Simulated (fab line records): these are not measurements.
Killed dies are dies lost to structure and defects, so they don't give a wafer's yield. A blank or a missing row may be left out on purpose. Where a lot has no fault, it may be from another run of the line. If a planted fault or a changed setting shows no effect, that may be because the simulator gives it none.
fab line records	flow sky130
record: lots: 5	wafers: 15	last-day: 50
route steps=708 shown VIA2@525 METAL3@532 CAPM@537 PAD_OPEN@708
lots that met no fault: from a run of the same line without faults
start-h: hours from the record's opening day to when the first of the lot's shown wafers began	wait-h: hours from the lot's prior step to this one	" repeats the value in the row above	L1.1+2: a row that stands for several wafers	- value missing, or start not given	* or withheld: withheld	< > ~ a bound
route shown NAME@n: NAME is a module with steps in the file, n the number in the route of the first one	usual: mean and standard deviation over wafers with no fault	same: alike in all rows	chamber/n: place in a boat	sites: the reading at each site	_std_site: standard deviation across them	_edge_site: the outer-site mean with the inner-site mean subtracted	radius-mm: for every site, how far away it sits from the centre of the wafer	mask NAME#n: copy n	behind: the last tool/chamber to shape the wafer	hold: why the lot was held/for how many hours/how that ended	device: transistor that didn't switch, given as n, p or np	end of line: tests run on the same wafers once the route is complete	a step given without rows: its recipe and nothing more	killed: count of dies lost to structure and defects at first sort (not the wafer's yield)	map: a wafer's dies, marking killed ones x, the rest . and places with no die _
set.NAME: the setting the step ran with; set.NAME@STEP: the setting that earlier step ran with	model.NAME: the simulator's own value behind a step, which no gauge read
certain route steps with their lots: each step a table, each wafer a row
services: from which hour (start-h, from the record's first day; less than 0 if before it) a tool's chamber was out of use, for how many hours, and why
== steps ==
step: SKY_VIA2_CLEAN_18
recipe: chemistry: IPA	time-s: 180	temp-c: 25
step: SKY_VIA2_CLEAN_19
recipe: chemistry: O3/DIW	dry: n2-spin
step: SKY_VIA2_SPUTTER_20
recipe: material: TiN	target-thk-nm: 20	chamber-pressure-pa: 5	power-w: 4000	time-s: 80
usual: throttle-valve-pct: 29.5/1.1
lot.wafer	tool	chamber	start-h	wait-h	throttle-valve-pct
L195.2	pvd-sputter-03	-	878.27	0.0	30.5
L195.3	"	-	"	"	31.0
L195.6	"	-	"	"	31.0
L201.1	pvd-sputter-02	-	915.49	0.0	28.0
L201.4	"	-	"	"	29.8
L201.6	"	-	"	"	28.8
L207.1	pvd-sputter-01	-	960.98	0.0	28.2
L207.5	"	-	"	"	29.7
L207.6	"	-	"	"	29.3
L211.3	pvd-sputter-01	-	985.23	0.0	27.5
L211.5	"	-	"	"	29.3
L211.6	"	-	"	"	28.4
L214.3	pvd-sputter-02	-	1005.41	0.0	29.0
L214.5	"	-	"	"	28.9
L214.6	"	-	"	"	27.6
step: SKY_VIA2_CVD_21
recipe: material: W	target-thk-nm: 420	time-s: 126.4	temp-c: 400	pressure-torr: 40
step: SKY_VIA2_RS_MEAS_22
recipe: thk-meas-gauge: four-point-probe	reads: W_of_VIA2_CVD_21+TiN_of_VIA2_SPUTTER_20
usual: VIA2_W_RS: 0.271/0.0043
lot.wafer	tool	chamber	start-h	wait-h	VIA2_W_RS[ohm/sq]
L195.2	film-metro-04	-	878.48	0.1	0.268
L195.3	"	-	"	"	0.267
L195.6	"	-	"	"	0.270
L201.1	film-metro-01	-	915.68	0.1	0.269
L201.4	"	-	"	"	0.273
L201.6	"	-	"	"	0.269
L207.1	film-metro-04	-	961.17	0.1	0.272
L207.5	"	-	"	"	0.265
L207.6	"	-	"	"	0.274
L211.3	film-metro-03	-	985.46	0.1	0.267
L211.5	"	-	"	"	0.276
L211.6	"	-	"	"	0.265
L214.3	film-metro-04	-	1005.65	0.1	0.274
L214.5	"	-	"	"	0.268
L214.6	"	-	"	"	0.274
step: SKY_VIA2_THK_MEAS_23
recipe: thk-meas-gauge: xrf	reads: W_of_VIA2_CVD_21
usual: VIA2_W_THK: 429/7.5
lot.wafer	tool	chamber	start-h	wait-h	VIA2_W_THK[nm]
L195.2	film-metro-04	-	878.59	0.1	432
L195.3	"	-	"	"	434
L195.6	"	-	"	"	426
L201.1	film-metro-01	-	915.80	0.1	440
L201.4	"	-	"	"	431
L201.6	"	-	"	"	438
L207.1	film-metro-04	-	961.29	0.1	421
L207.5	"	-	"	"	438
L207.6	"	-	"	"	423
L211.3	film-metro-03	-	985.56	0.1	433
L211.5	"	-	"	"	421
L211.6	"	-	"	"	436
L214.3	film-metro-04	-	1005.75	0.1	425
L214.5	"	-	"	"	433
L214.6	"	-	"	"	425
step: SKY_VIA2_CMP_24
recipe: stop-on: SiO2	t-overpolish-s: 20	down-force-psi: 3.5	platen-rpm: 60	target-thk-nm: 0	pad-velocity-m-s: 0.94248
step: SKY_METAL3_SPUTTER_00
recipe: material: Ti	target-thk-nm: 15	power-w: 3000	time-s: 10	chamber-pressure-pa: 0.4
usual: throttle-valve-pct: 29.5/1.3
lot.wafer	tool	chamber	start-h	wait-h	throttle-valve-pct
L195.2	pvd-sputter-04	-	879.50	0.2	30.4
L195.3	"	-	"	"	30.1
L195.6	"	-	"	"	27.3
L201.1	pvd-sputter-04	-	917.77	0.1	30.3
L201.4	"	-	"	"	30.9
L201.6	"	-	"	"	31.0
L207.1	pvd-sputter-03	-	961.65	0.2	30.9
L207.5	"	-	"	"	31.5
L207.6	"	-	"	"	30.7
L211.3	pvd-sputter-04	-	985.90	0.1	30.3
L211.5	"	-	"	"	30.3
L211.6	"	-	"	"	30.3
L214.3	pvd-sputter-04	-	1006.09	0.2	27.3
L214.5	"	-	"	"	30.9
L214.6	"	-	"	"	30.4
step: SKY_METAL3_SPUTTER_01
recipe: material: TiN	target-thk-nm: 20	power-w: 6500	time-s: 16.7	chamber-pressure-pa: 0.4
step: SKY_METAL3_SPUTTER_02
recipe: material: AlCu	target-thk-nm: 735	power-w: 10600	time-s: 39.1	chamber-pressure-pa: 0.4
usual: throttle-valve-pct: 29.5/1.3
lot.wafer	tool	chamber	start-h	wait-h	throttle-valve-pct
L195.2	pvd-sputter-04	-	879.55	0.0	30.6
L195.3	"	-	"	"	30.4
L195.6	"	-	"	"	27.6
L201.1	pvd-sputter-04	-	917.82	0.0	30.3
L201.4	"	-	"	"	30.7
L201.6	"	-	"	"	31.1
L207.1	pvd-sputter-03	-	961.70	0.0	31.0
L207.5	"	-	"	"	31.4
L207.6	"	-	"	"	30.6
L211.3	pvd-sputter-04	-	985.95	0.0	30.4
L211.5	"	-	"	"	30.6
L211.6	"	-	"	"	30.2
L214.3	pvd-sputter-04	-	1006.13	0.0	27.4
L214.5	"	-	"	"	30.8
L214.6	"	-	"	"	30.4
step: SKY_METAL3_SPUTTER_03
recipe: material: Ti	target-thk-nm: 5	power-w: 3000	time-s: 3.3	chamber-pressure-pa: 0.4
step: SKY_METAL3_SPUTTER_04
recipe: material: TiN	target-thk-nm: 70	power-w: 6500	time-s: 58.3	chamber-pressure-pa: 0.4
step: SKY_CAPM_CVD_00
recipe: material: SiO2	target-thk-nm: 15.5	temp-c: 400	time-s: withheld	rf-w: 450
usual: heater-power-outer-w: 426/64	heater-power-w: 718/96
lot.wafer	tool	chamber	start-h	wait-h	heater-power-outer-w	heater-power-w	model.SiO2_of_CAPM_CVD_00.thk-nm
L195.2	pecvd-03	0	879.65	0.0	422	683	15.5
L195.3	"	2	"	"	373	586	15.27
L195.6	"	0	"	"	433	695	15.79
L201.1	pecvd-04	1	917.92	0.0	373	683	15.78
L201.4	"	0	"	"	292	535	15.59
L201.6	"	1	"	"	393	689	15.93
L207.1	pecvd-04	0	961.81	0.0	355	624	15.54
L207.5	"	2	"	"	375	640	6.376
L207.6	"	0	"	"	354	624	15.53
L211.3	pecvd-01	1	986.06	0.0	415	658	15.57
L211.5	"	1	"	"	419	665	15.73
L211.6	"	0	"	"	513	850	15.63
L214.3	pecvd-03	0	1006.24	0.0	418	676	15.45
L214.5	"	0	"	"	433	678	15.62
L214.6	"	1	"	"	423	668	15.91
step: SKY_CAPM_THK_MEAS_01
recipe: reads: SiO2_of_CAPM_CVD_00
usual: CAPM_CVD_00_THK: 15.58/0.22
lot.wafer	tool	chamber	start-h	wait-h	CAPM_CVD_00_THK[nm]
L195.2	film-metro-03	-	879.69	-	15.51
L195.3	"	-	"	"	15.28
L195.6	"	-	"	"	15.82
L201.1	film-metro-02	-	917.96	-	15.81
L201.4	"	-	"	"	15.62
L201.6	"	-	"	"	15.90
L207.1	film-metro-03	-	961.86	-	15.52
L207.5	"	-	"	"	6.34
L207.6	"	-	"	"	15.55
L211.3	film-metro-02	-	986.10	-	15.62
L211.5	"	-	"	"	15.72
L211.6	"	-	"	"	15.61
L214.3	film-metro-03	-	1006.28	-	15.42
L214.5	"	-	"	"	15.66
L214.6	"	-	"	"	15.93
step: SKY_CAPM_SPUTTER_02
recipe: material: TiN	target-thk-nm: 200	temp-c: 300	power-w: 6500	time-s: 166.7	chamber-pressure-pa: 0.4
step: SKY_CAPM_RS_MEAS_03
recipe: thk-meas-gauge: four-point-probe	reads: TiN_of_CAPM_SPUTTER_02
usual: CAPM_TIN_RS: 6.95/0.079
lot.wafer	tool	chamber	start-h	wait-h	CAPM_TIN_RS[ohm/sq]
L195.2	film-metro-02	-	879.87	0.1	6.88
L195.3	"	-	"	"	7.02
L195.6	"	-	"	"	6.94
L201.1	film-metro-01	-	918.13	0.1	6.87
L201.4	"	-	"	"	6.99
L201.6	"	-	"	"	6.90
L207.1	film-metro-03	-	962.03	0.1	6.95
L207.5	"	-	"	"	6.98
L207.6	"	-	"	"	6.97
L211.3	film-metro-01	-	986.29	0.1	7.03
L211.5	"	-	"	"	7.00
L211.6	"	-	"	"	6.96
L214.3	film-metro-02	-	1006.47	0.1	6.98
L214.5	"	-	"	"	7.02
L214.6	"	-	"	"	6.93
step: SKY_CAPM_THK_MEAS_04
recipe: thk-meas-gauge: xrf	reads: TiN_of_CAPM_SPUTTER_02
usual: CAPM_TIN_THK: 196.6/2.3
lot.wafer	tool	chamber	start-h	wait-h	CAPM_TIN_THK[nm]
L195.2	film-metro-02	-	879.98	0.1	198.6
L195.3	"	-	"	"	195.0
L195.6	"	-	"	"	197.5
L201.1	film-metro-01	-	918.25	0.1	199.1
L201.4	"	-	"	"	196.0
L201.6	"	-	"	"	198.4
L207.1	film-metro-03	-	962.15	0.1	195.9
L207.5	"	-	"	"	195.1
L207.6	"	-	"	"	194.9
L211.3	film-metro-01	-	986.39	0.1	195.1
L211.5	"	-	"	"	195.6
L211.6	"	-	"	"	197.5
L214.3	film-metro-02	-	1006.57	0.1	194.8
L214.5	"	-	"	"	194.4
L214.6	"	-	"	"	195.3
step: SKY_CAPM_DEHYDRATE_05
recipe: temp-c: 200	time-s: 60
step: SKY_CAPM_HMDS_06
recipe: prime-time-s: 60	prime-temp-c: 120
step: SKY_CAPM_COAT_07
recipe: resist: NOVOLAK	spin-rpm: 3000	resist-thk-nm: 1140
step: SKY_CAPM_SOFTBAKE_08
recipe: temp-c: 90	time-s: 60	resist: NOVOLAK
step: SKY_CAPM_EXPOSE_09
recipe: mask-id: CAPM	na: 0.6	source-shape: conventional	sigma-outer: 0.6	polarization: unpolarized	target-cd-nm: 1000	dose-mj: 159
step: SKY_CAPM_PEB_10
recipe: temp-c: withheld	time-s: *	resist: NOVOLAK
step: SKY_CAPM_DEVELOP_11
recipe: resist: NOVOLAK	developer: TMAH	develop-time-s: 60	dev-temp-c: 23
step: SKY_CAPM_OVL_MEAS_12
usual: CAPM_OVL: 0.1/1.7
lot.wafer	tool	chamber	start-h	wait-h	CAPM_OVL[nm]
L195.2	overlay-02	-	905.84	0.1	-1.4
L195.3	"	-	"	"	-0.4
L195.6	"	-	"	"	-1.1
L201.1	overlay-01	-	941.47	0.1	-2.9
L201.4	"	-	"	"	-2.3
L201.6	"	-	"	"	-2.2
L207.1	overlay-02	-	985.29	0.1	3.5
L207.5	"	-	"	"	0.5
L207.6	"	-	"	"	2.1
L211.3	overlay-02	-	1010.24	0.1	-0.6
L211.5	"	-	"	"	2.9
L211.6	"	-	"	"	2.0
L214.3	overlay-01	-	1029.70	0.1	1.9
L214.5	"	-	"	"	0.8
L214.6	"	-	"	"	0.9
step: SKY_CAPM_METAL_ETCH_13
recipe: target-depth-nm: 220	stop-on: SiO2	chemistry: Cl2/BCl3	target: TiN	pressure-mtorr: 10	icp-w: 900	bias-w: 48.5	Cl2_flow_sccm: 60	bcl3-flow-sccm: 30	time-s: 62.9
usual: chamber-pressure-mTorr: 10.000/0.0091	drypump-motor-current-A: 5.7/0.42	mfc-cl2-sccm: 60.01/0.2	oes-product-au: 0.939/0.0078	throttle-valve-pct: 21.903/0.011
lot.wafer	tool	chamber	start-h	wait-h	chamber-pressure-mTorr	drypump-motor-current-A	mfc-cl2-sccm	oes-product-au	rf-hours-counter-h	throttle-valve-pct
L195.2	rie-metal-04	1	905.87	0.0	9.998	5.4	60.08	0.948	3	21.916
L195.3	"	0	"	"	9.991	5.8	60.28	0.934	-	21.890
L195.6	"	0	"	"	9.987	5.8	59.98	0.937	-	21.889
L201.1	rie-metal-04	0	941.51	0.0	10.014	5.8	60.01	0.950	2	21.897
L201.4	"	0	"	"	9.997	5.8	60.21	0.932	-	21.896
L201.6	"	1	"	"	9.992	5.4	60.10	0.942	-	21.907
L207.1	rie-metal-01	0	985.33	0.0	9.993	6.2	60.02	0.938	18	21.904
L207.5	"	1	"	"	10.008	6.2	59.82	0.928	-	21.907
L207.6	"	0	"	"	9.987	6.2	59.99	0.937	-	21.908
L211.3	rie-metal-04	0	1010.29	0.0	9.981	5.8	60.03	0.922	-	21.910
L211.5	"	0	"	"	10.001	5.8	59.96	0.931	-	21.898
L211.6	"	1	"	"	10.014	5.4	59.65	0.935	-	21.902
L214.3	rie-metal-03	0	1029.75	0.0	10.013	5.8	60.10	0.940	-	21.933
L214.5	"	1	"	"	9.990	5.1	60.22	0.935	-	21.912
L214.6	"	0	"	"	9.986	5.7	60.20	0.935	-	21.899
step: SKY_CAPM_STRIP_14
recipe: chemistry: O2/N2	power-w: 1400	pressure-mtorr: 1500	platen-temp-c: withheld	o2-flow-sccm: 3000	n2-flow-sccm: 300	overash-fraction: 0.5
step: SKY_CAPM_STRIP_15
recipe: chemistry: post-etch-residue-remover	time-s: 1200	temp-c: 72.5
step: SKY_CAPM_CLEAN_16
recipe: chemistry: IPA	time-s: 180	temp-c: 25
step: SKY_CAPM_CLEAN_17
recipe: chemistry: O3/DIW	dry: n2-spin
step: SKY_METAL3_DEHYDRATE_05
recipe: temp-c: 200	time-s: 60
step: SKY_METAL3_HMDS_06
recipe: prime-time-s: 60	prime-temp-c: 120
step: SKY_METAL3_COAT_07
recipe: resist: BARC	temp-c: withheld	time-s: withheld	spin-rpm: 3000	resist-thk-nm: 60
step: SKY_METAL3_COAT_08
recipe: resist: KrF-thick	spin-rpm: 3000	resist-thk-nm: 1140
step: SKY_METAL3_SOFTBAKE_09
recipe: temp-c: 100	time-s: 90	resist: KrF-thick
step: SKY_METAL3_EXPOSE_10
recipe: mask-id: MM3	na: 0.68	source-shape: annular	sigma-inner: 0.4	sigma-outer: 0.8	target-cd-nm: 300	dose-mj: 28
step: SKY_METAL3_PEB_11
recipe: peb-temp-c: withheld	peb-time-s: withheld	resist: KrF-thick
step: SKY_METAL3_DEVELOP_12
recipe: develop-time-s: 60	resist: KrF-thick	dev-temp-c: 21
step: SKY_METAL3_CD_MEAS_13
recipe: target-cd-nm: 300
usual: cd-nm: 299.5/1.3
lot.wafer	tool	chamber	start-h	wait-h	cd-nm
L195.2	cd-sem-02	-	929.99	-	299.7
L195.3	"	-	"	"	300.6
L195.6	"	-	"	"	298.5
L201.1	cd-sem-02	-	966.99	-	302.3
L201.4	"	-	"	"	302.4
L201.6	"	-	"	"	300.8
L207.1	cd-sem-02	-	1009.12	-	297.6
L207.5	"	-	"	"	299.3
L207.6	"	-	"	"	299.4
L211.3	cd-sem-01	-	1033.66	-	300.4
L211.5	"	-	"	"	301.0
L211.6	"	-	"	"	301.0
L214.3	cd-sem-01	-	1053.51	-	298.5
L214.5	"	-	"	"	298.6
L214.6	"	-	"	"	299.5
step: SKY_METAL3_OVL_MEAS_14
usual: METAL3_OVL: -3/5.6
lot.wafer	tool	chamber	start-h	wait-h	METAL3_OVL[nm]
L195.2	overlay-01	-	930.09	0.1	-3
L195.3	"	-	"	"	-3
L195.6	"	-	"	"	-3
L201.1	overlay-01	-	967.11	0.1	-12
L201.4	"	-	"	"	-5
L201.6	"	-	"	"	6
L207.1	overlay-02	-	1009.24	0.1	1
L207.5	"	-	"	"	-2
L207.6	"	-	"	"	-10
L211.3	overlay-02	-	1033.75	0.1	7
L211.5	"	-	"	"	13
L211.6	"	-	"	"	8
L214.3	overlay-02	-	1053.61	0.1	-3
L214.5	"	-	"	"	-2
L214.6	"	-	"	"	-10
step: SKY_METAL3_DESCUM_15
recipe: chemistry: O2	source-power-w: 150	bias-power-w: 0	pressure-mtorr: 10	temp-c: 40	time-s: 8
step: SKY_METAL3_ETCH_16
recipe: chemistry: N2/H2	target: BARC	ion-energy-ev: 200	bias-w: 100	pressure-mtorr: 30	n2-flow-sccm: 100	h2-flow-sccm: 200	icp-w: 500	stop-on: SiO2	time-s: 88.2	target-depth-a: 600
usual: chamber-pressure-mTorr: 29.999/0.025	drypump-motor-current-A: 6.0/0.39	oes-product-au: 0.625/0.0049	throttle-valve-pct: 13.204/0.0093
lot.wafer	tool	chamber	start-h	wait-h	chamber-pressure-mTorr	drypump-motor-current-A	oes-product-au	rf-hours-counter-h	throttle-valve-pct
L195.2	rie-metal-02	0	930.22	0.1	30.003	5.8	0.622	-	13.199
L195.3	"	0	"	"	30.011	5.8	0.626	-	13.222
L195.6	"	0	"	"	29.972	5.8	0.626	-	13.197
L201.1	rie-metal-01	1	967.18	0.0	30.022	6.2	0.621	13	13.209
L201.4	"	1	"	"	29.972	6.2	0.627	-	13.200
L201.6	"	1	"	"	30.035	6.2	0.617	-	13.199
L207.1	rie-metal-02	0	1009.31	0.0	29.989	5.8	0.619	9	13.205
L207.5	"	1	"	"	29.969	6.5	0.631	-	13.214
L207.6	"	0	"	"	29.995	5.8	0.629	-	13.213
L211.3	rie-metal-01	0	1033.84	0.0	29.979	6.3	0.622	-	13.204
L211.5	"	0	"	"	30.036	6.2	0.626	-	13.198
L211.6	"	1	"	"	29.995	6.2	0.622	-	13.203
L214.3	rie-metal-01	1	1053.76	0.1	30.052	6.2	0.619	-	13.219
L214.5	"	1	"	"	30.014	6.2	0.630	-	13.210
L214.6	"	1	"	"	30.003	6.2	0.621	-	13.183
step: SKY_METAL3_ETCH_17
recipe: target: SiO2	stop-on: TiN	chemistry: C4F8/O2/Ar	source-w: 1500	bias-w: 1200	pressure-mtorr: 40	c4f8-flow-sccm: withheld	O2_flow_sccm: 6	Ar_flow_sccm: 300	time-s: 3.9	target-depth-a: 150
usual: chamber-pressure-mTorr: 40.01/0.037	oes-product-au: 0.757/0.0073
lot.wafer	tool	chamber	start-h	wait-h	chamber-pressure-mTorr	oes-product-au	rf-hours-counter-h	model.etch.depth-nm
L195.2	rie-diel-03	0	930.38	0.1	40.09	0.755	12	15.5
L195.3	"	2	"	"	40.02	0.756	4	15.27
L195.6	"	3	"	"	40.00	0.759	-	15.79
L201.1	rie-diel-01	0	967.28	0.1	40.01	0.764	8	15.78
L201.4	"	2	"	"	40.02	0.760	15	15.59
L201.6	"	1	"	"	39.92	0.770	-	15.93
L207.1	rie-diel-04	1	1009.41	0.1	40.04	0.749	27	15.54
L207.5	"	2	"	"	39.96	0.530	-	6.376
L207.6	"	3	"	"	40.05	0.762	-	15.53
L211.3	rie-diel-04	3	1033.90	0.0	39.98	0.755	17	15.57
L211.5	"	3	"	"	39.94	0.771	-	15.73
L211.6	"	2	"	"	40.00	0.762	-	15.63
L214.3	rie-diel-03	2	1053.89	0.1	40.03	0.751	8	15.45
L214.5	"	0	"	"	39.99	0.764	-	15.62
L214.6	"	3	"	"	39.98	0.763	-	15.91
step: SKY_PAD_OPEN_PROBE_99
usual: defect-limited-yield: 82.7/1.9	killed_at_M0_to_M3: 43/7.3	killed_at_M4_up: 3.1/1.7	killed-at-contacts: 25/5.3	killed-at-front-end: 14/4.1	killed-at-other: 0.3/0.56	killed-dies: 85/9.4	killed-on-rim: 17/4	killed-open: 46/7.4	killed-short: 38/5.8
same: gross-dies: 492	killed-at-back-side: 0
lot.wafer	tool	chamber	start-h	wait-h	defect-limited-yield[%]	killed_at_M0_to_M3	killed_at_M4_up	killed-at-contacts	killed-at-front-end	killed-at-other	killed-dies	killed-on-rim	killed-open	killed-short	model.etest.tester.sort-n-pass	model.etest.tester.sort-yield-pct	model.etest.tester.sort_bin_4_pct	model.etest.tester.sort_bin_5_pct	model.etest.cap-mim.bv-v	model.etest.cap-mim.leak-log10-a-cm2	model.etest.cap-mim.c-ff-um2	model.etest.tester.sort_bin_8_pct
L195.2	prober-01	-	1102.56	0.1	80.9	50	1	26	17	0	94	15	50	44	398	80.89	0	10.98	13.9	-9.071	2.344	0
L195.3	prober-01	-	1102.61	0.2	81.3	45	2	34	11	0	92	21	56	36	400	81.3	0	8.537	13.83	-8.776	2.374	0
L195.6	prober-01	-	1102.76	0.2	82.5	37	4	30	15	0	86	16	57	29	406	82.52	0	11.79	13.93	-9.008	2.321	0
L201.1	prober-02	-	1131.04	0.1	83.7	41	2	27	10	0	80	22	37	43	412	83.74	0	8.333	14.38	-9.095	2.293	0
L201.4	prober-02	-	1131.19	0.2	82.9	49	6	17	12	0	84	21	40	44	408	82.93	0	10.77	14.02	-8.946	2.337	0
L201.6	prober-02	-	1131.29	0.2	83.9	43	1	27	8	0	79	12	46	33	413	83.94	0	10.98	14.55	-9.272	2.264	0
L207.1	prober-02	-	1163.15	0.1	82.7	48	5	17	15	0	85	22	53	32	407	82.72	0	10.77	13.87	-9.033	2.324	0
L207.5	prober-02	-	1163.35	0.2	79.3	43	2	33	24	0	102	17	58	43	0	0	62.14	29.32	5.717	-3.201	5.726	5.443e-102
L207.6	prober-02	-	1163.40	0.2	78.7	44	2	29	29	1	105	26	60	42	387	78.66	0	13.62	13.49	-8.973	2.34	0
L211.3	prober-02	-	1181.58	0.2	81.3	46	0	29	17	0	92	21	57	35	400	81.3	0	11.59	13.59	-8.818	2.323	0
L211.5	prober-02	-	1181.68	0.2	82.9	33	3	32	16	0	84	14	42	42	408	82.93	0	10.16	13.41	-8.877	2.321	0
L211.6	prober-02	-	1181.73	0.2	79.1	48	1	36	18	0	103	19	68	35	389	79.06	0	11.79	14.12	-8.945	2.33	0
L214.3	prober-02	-	1197.24	0.2	84.6	43	2	20	11	0	76	21	37	39	416	84.55	0	9.146	13.44	-8.985	2.376	0
L214.5	prober-02	-	1197.34	0.2	81.9	43	3	22	21	0	89	16	47	42	403	81.91	0	10.16	14.23	-9.085	2.318	0
L214.6	prober-02	-	1197.39	0.2	86.4	26	3	23	15	0	67	13	38	29	425	86.38	0	8.537	13.8	-9.072	2.279	0
killed by level:class
L195.2 VIA1:geometric-particle:open=14 CONTACT:geometric-particle:open=10 METAL1:geometric-particle:short=6 VIA1:geometric-particle:short=6 VIA2:geometric-particle:open=6 VIA3:geometric-particle:short=6 FIELD_ISO:geometric-particle:open=5 LI_CONTACT:geometric-particle:short=5
L195.3 LI_CONTACT:geometric-particle:open=14 VIA3:geometric-particle:open=10 VIA1:geometric-particle:short=7 VIA1:geometric-particle:open=7 LI_CONTACT:geometric-particle:short=6 VIA2:geometric-particle:open=6 CONTACT:geometric-particle:open=5 CONTACT:geometric-particle:short=4
L195.6 CONTACT:geometric-particle:open=11 LI_CONTACT:geometric-particle:open=10 VIA1:geometric-particle:open=10 VIA3:geometric-particle:open=7 METAL1:geometric-particle:short=5 FIELD_ISO:geometric-particle:open=4 POLY_GATE:geometric-particle:open=4 VIA2:geometric-particle:open=4
L201.1 VIA2:geometric-particle:open=10 VIA3:geometric-particle:open=8 LI_CONTACT:geometric-particle:open=6 CONTACT:geometric-particle:open=6 CONTACT:geometric-particle:short=6 METAL1:geometric-particle:short=5 POLY_GATE:geometric-particle:short=4 LI_CONTACT:geometric-particle:short=4
L201.4 METAL1:geometric-particle:short=10 METAL3:geometric-particle:short=6 VIA2:geometric-particle:open=6 VIA3:geometric-particle:open=6 LI_CONTACT:geometric-particle:open=5 CONTACT:geometric-particle:open=5 VIA1:geometric-particle:short=5 VIA1:geometric-particle:open=5
L201.6 METAL1:geometric-particle:short=10 LI_CONTACT:geometric-particle:open=9 CONTACT:geometric-particle:open=7 LOCAL_INTERCONNECT:geometric-particle:short=7 VIA3:geometric-particle:open=7 VIA1:geometric-particle:open=5 VIA2:geometric-particle:open=5 FIELD_ISO:geometric-particle:open=4
L207.1 VIA3:geometric-particle:open=11 VIA2:geometric-particle:open=10 VIA1:geometric-particle:open=9 CONTACT:geometric-particle:open=8 POLY_GATE:geometric-particle:open=6 FIELD_ISO:geometric-particle:open=5 VIA1:geometric-particle:short=5 METAL4:geometric-particle:short=5
L207.5 VIA1:geometric-particle:open=13 CONTACT:geometric-particle:open=11 LI_CONTACT:geometric-particle:open=10 POLY_GATE:geometric-particle:short=7 POLY_GATE:geometric-particle:open=7 FIELD_ISO:geometric-particle:short=5 CONTACT:geometric-particle:short=5 VIA2:geometric-particle:open=5
L207.6 VIA1:geometric-particle:open=13 POLY_GATE:geometric-particle:open=11 POLY_GATE:geometric-particle:short=8 LI_CONTACT:geometric-particle:open=8 VIA2:geometric-particle:open=8 CONTACT:geometric-particle:open=7 VIA3:geometric-particle:open=5 METAL3:geometric-particle:short=5
L211.3 VIA2:geometric-particle:open=11 CONTACT:geometric-particle:open=11 VIA3:geometric-particle:open=9 VIA1:geometric-particle:open=8 LI_CONTACT:geometric-particle:open=8 POLY_GATE:geometric-particle:short=7 POLY_GATE:geometric-particle:open=5 METAL1:geometric-particle:short=5
L211.5 CONTACT:geometric-particle:short=9 CONTACT:geometric-particle:open=9 LI_CONTACT:geometric-particle:open=7 VIA3:geometric-particle:open=6 VIA1:geometric-particle:open=6 METAL2:geometric-particle:short=6 FIELD_ISO:geometric-particle:short=4 METAL1:geometric-particle:short=4
L211.6 CONTACT:geometric-particle:open=18 VIA2:geometric-particle:open=13 VIA1:geometric-particle:open=9 LI_CONTACT:geometric-particle:open=8 METAL2:geometric-particle:short=8 FIELD_ISO:geometric-particle:open=7 VIA3:geometric-particle:short=5 METAL1:geometric-particle:short=4
L214.3 VIA1:geometric-particle:open=12 VIA2:geometric-particle:open=8 CONTACT:geometric-particle:short=6 VIA1:geometric-particle:short=6 CONTACT:geometric-particle:open=5 LOCAL_INTERCONNECT:geometric-particle:short=5 FIELD_ISO:geometric-particle:short=4 FIELD_ISO:geometric-particle:open=3
L214.5 VIA1:geometric-particle:open=13 CONTACT:geometric-particle:open=8 FIELD_ISO:geometric-particle:open=6 CONTACT:geometric-particle:short=6 FIELD_ISO:geometric-particle:short=5 METAL1:geometric-particle:short=5 POLY_GATE:geometric-particle:open=4 VIA3:geometric-particle:open=4
L214.6 VIA1:geometric-particle:open=9 CONTACT:geometric-particle:open=8 LI_CONTACT:geometric-particle:open=7 FIELD_ISO:geometric-particle:open=4 METAL1:geometric-particle:short=4 VIA1:geometric-particle:short=4 FIELD_ISO:geometric-particle:short=3 METAL2:geometric-particle:short=3
== services ==
tool	chamber	start-h	hours	kind
rie-metal-01	-	887.20	0.6	repair
rie-diel-04	-	892.11	28.1	pm
pecvd-04	-	895.34	0.5	repair
rie-metal-01	0	899.65	6.2	repair
rie-metal-04	-	904.11	0.2	repair
pecvd-04	2	905.74	15.3	repair
pecvd-03	-	923.89	0.7	repair
pecvd-04	-	927.06	14.6	pm
rie-metal-04	-	928.18	2.5	repair
pvd-sputter-04	-	929.15	1.2	repair
rie-diel-03	3	931.70	5.5	repair
rie-diel-04	0	937.20	15.7	repair
rie-diel-04	3	944.74	5.1	repair
pecvd-04	-	956.31	3.9	repair
rie-diel-04	3	957.27	6.1	repair
pvd-sputter-01	-	964.88	5.1	repair
pvd-sputter-01	-	975.40	0.6	repair
pecvd-04	-	975.62	5.5	pm
rie-metal-04	-	980.25	7.6	repair
pecvd-04	-	981.08	2.8	pm
pecvd-04	-	984.36	10.2	repair
pvd-sputter-01	-	992.24	2.5	repair
pvd-sputter-04	-	1007.05	11.3	repair
rie-metal-01	0	1049.96	76.4	repair
== key ==
first-sign: step: SKY_CAPM_THK_MEAS_01	reading: CAPM_CVD_00_THK	direction: down	sigmas: 42	usual: 15.58	struck: 6.34
effect: step: SKY_METAL3_ETCH_17	reading: oes-product-au	direction: down	sigmas: 31	usual: 0.757	struck: 0.530
model-effect: step: SKY_CAPM_CVD_00	value: SiO2_of_CAPM_CVD_00.thk-nm	without: 15.49	struck: 6.376
model-effect: step: SKY_METAL3_ETCH_17	value: etch.depth-nm	without: 15.49	struck: 6.376
model-effect: step: SKY_PAD_OPEN_PROBE_99	value: etest.tester.sort-n-pass	without: 390	struck: 0
met-at SKY_CAPM_CVD_00
struck-wafers L207.5
fault: kind: process-parameter-drift	tool: pecvd-04	chamber: 2	onset-h: 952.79	steps: SKY_CAPM_CVD_00	channel: target-thk-nm	offset: -9.0679	shape: step	end-h: 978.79	acts-in: these-recipes-only	stated: 15.5
